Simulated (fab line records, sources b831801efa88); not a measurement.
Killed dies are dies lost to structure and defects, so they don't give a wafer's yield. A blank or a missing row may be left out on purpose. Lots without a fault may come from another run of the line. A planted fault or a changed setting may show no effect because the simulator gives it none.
Chamber matching | flow gf180mcu | GF_PASSIVATION_CVD_00 on pecvd-03: 3 sister chambers
The step deposits SiO2 from TEOS, target thk 1000 nm, time 111.95 s. 6 wafers are shown with their chamber, then 11 later ones without.

WAFERS WITH THEIR CHAMBER
wafer  | chamber | heater_power_w (W)
L084.4 | 0       | 702
L084.5 | 2       | 650
L086.1 | 2       | 626
L086.2 | 1       | 770
L086.3 | 0       | 644
L086.4 | 1       | 632

WAFERS WITHOUT THEIR CHAMBER
wafer  | heater_power_w (W)
L086.5 | 681
L086.6 | 654
L090.1 | 705
L090.2 | 621
L090.3 | 662
L090.4 | 539
L090.5 | 668
L090.6 | 760
L096.3 | 669
L096.4 | 643
L096.6 | 673

WHICH CHAMBER EACH WENT THROUGH
wafer  | from the rows above          | in truth
L086.5 | can't be placed: 0 or 1 or 2 | 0
L086.6 | can't be placed: 2 or 0 or 1 | 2
L090.1 | can't be placed: 1 or 0 or 2 | 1
L090.2 | can't be placed: 2 or 0 or 1 | 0
L090.3 | can't be placed: 0 or 2 or 1 | 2
L090.4 | can't be placed: 2 or 0 or 1 | 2
L090.5 | can't be placed: 0 or 2 or 1 | 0
L090.6 | can't be placed: 1 or 0 or 2 | 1
L096.3 | can't be placed: 0 or 2 or 1 | 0
L096.4 | can't be placed: 2 or 0 or 1 | 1
L096.6 | can't be placed: 0 or 1 or 2 | 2
Placed correctly: 0 of 11. Can't be placed from these rows: 11 (the true chamber is among the candidates in 11). Placed wrongly: 0.
How it was worked out, from the rows above alone: a wafer's distance from a chamber is the root of the sum, over the readings, of the square of ((its reading less the chamber's mean) divided by the reading's scatter). The wafer belongs to the nearest chamber; if the next one is less than 2 further off, it can't be placed. A chamber's mean is the mean of its shown wafers. The scatter: the root of (the sum of the squares of (reading less its chamber's mean) over the shown wafers, divided by (wafers less chambers)).
